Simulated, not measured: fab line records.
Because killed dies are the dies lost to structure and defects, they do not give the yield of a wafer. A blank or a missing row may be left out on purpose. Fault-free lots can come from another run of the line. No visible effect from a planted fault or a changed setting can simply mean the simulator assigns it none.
Split-lot study | flow sfq line | on a route of 325 steps: 5 lots, 27 wafers read

ABOUT THE SPLIT
At SFQ_TRILAYER_M8_DEP_EVAP_196 (material Au, target thk 180 nm, time 900 s), the setting time s was moved away from the recipe's 900 s on 6 of the 27 wafers read, by +30.8% to +32.1%. All remaining wafers had this setting at the recipe value.

FROM THE SPLIT ON TO THE READING: in between, the file shows 1 step
- SFQ_M8_RS_MEAS_949: measures by four-point-probe

THE READING
M8_AU_THK, in nm, at SFQ_M8_THK_MEAS_950 (measures by xrf). Typical for fault-free wafers on this fab line: 178.7 nm, with standard deviation 2.3 nm.

wafer  | tool, chamber at the split | time s as run, s | against the recipe | M8_AU_THK, nm | against lot-mates on the recipe
L074.1 | pvd sputter-02, -          | 1189             | +32.1%             | 238.4         | +59.2
L074.2 | pvd sputter-02, -          | 900              | recipe             | 179.2         | -
L074.3 | pvd sputter-02, -          | 900              | recipe             | 180.6         | -
L074.4 | pvd sputter-02, -          | 1189             | +32.1%             | 237.7         | +58.5
L074.5 | pvd sputter-02, -          | 900              | recipe             | 177.9         | -
L074.6 | pvd sputter-02, -          | 1189             | +32.1%             | 240.1         | +60.9
L077.2 | pvd sputter-01, -          | 900              | recipe             | 176.2         | -
L077.4 | pvd sputter-01, -          | 900              | recipe             | 175.2         | -
L077.6 | pvd sputter-01, -          | 900              | recipe             | 176.1         | -
L078.1 | pvd sputter-02, -          | 900              | recipe             | 179.3         | -
L078.2 | pvd sputter-02, -          | 900              | recipe             | 180.0         | -
L078.3 | pvd sputter-02, -          | 900              | recipe             | 179.1         | -
L078.4 | pvd sputter-02, -          | 900              | recipe             | 176.6         | -
L078.5 | pvd sputter-02, -          | 900              | recipe             | 180.0         | -
L078.6 | pvd sputter-02, -          | 900              | recipe             | 180.3         | -
L079.1 | pvd sputter-01, -          | 900              | recipe             | 177.8         | -
L079.2 | pvd sputter-01, -          | 900              | recipe             | 179.3         | -
L079.3 | pvd sputter-01, -          | 900              | recipe             | 178.2         | -
L079.4 | pvd sputter-01, -          | 1177             | +30.8%             | 231.4         | +53.0
L079.5 | pvd sputter-01, -          | 1177             | +30.8%             | 231.9         | +53.5
L079.6 | pvd sputter-01, -          | 1177             | +30.8%             | 232.9         | +54.5
L081.1 | pvd sputter-01, -          | 900              | recipe             | 177.0         | -
L081.2 | pvd sputter-01, -          | 900              | recipe             | 176.6         | -
L081.3 | pvd sputter-01, -          | 900              | recipe             | 175.4         | -
L081.4 | pvd sputter-01, -          | 900              | recipe             | 178.2         | -
L081.5 | pvd sputter-01, -          | 900              | recipe             | 176.9         | -
L081.6 | pvd sputter-01, -          | 900              | recipe             | 176.8         | -

THE FIT
A straight line over all 27 wafers: M8_AU_THK changes by +1.83 nm for each +1% of time s; r = +1.00; the points scatter about the line by 1.9 nm.
The same after taking each lot's own level away (the mean of its wafers on the recipe; 27 wafers): +1.8 nm for each +1%; r = +1.00; scatter 1.3 nm.
According to that fit, moving time s by its largest amount changes the reading by 58 nm.
Measured against the standard deviation above, the lots' own levels, which go from 175.83 to 179.23 nm, span 1.5 times it.
Hence the lot-to-lot level has little effect on the slope; both slopes agree.
Check: for one of the wafers moved furthest among these (+32.1%), held out of the fit, the line's prediction against its lot-mates is +57.5 nm. It came out at +59.2 nm against them.

THE WHOLE CHAIN: every reading that the file lists as answering this split, in the file's order
step                         | what it does                               | reading                                                                                | change (the file's fit)              | r (the file's)
SFQ_TRILAYER_M8_DEP_EVAP_196 | material Au, target thk 180 nm, time 900 s | Au_of_TRILAYER_M8_DEP_EVAP_196.thk nm (the simulator's own value, which no gauge read) | +1.81 nm for each +1% of the setting | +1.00
SFQ_M8_RS_MEAS_949           | measures by four-point-probe               | M8_AU_RS                                                                               | -0.00119 for each +1% of the setting | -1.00
SFQ_M8_THK_MEAS_950          | measures by xrf                            | M8_AU_THK                                                                              | +1.8 for each +1% of the setting     | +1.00

FILE'S OWN FIT
M8_AU_THK changes by +1.8 nm for each +1% of time s, r = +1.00.
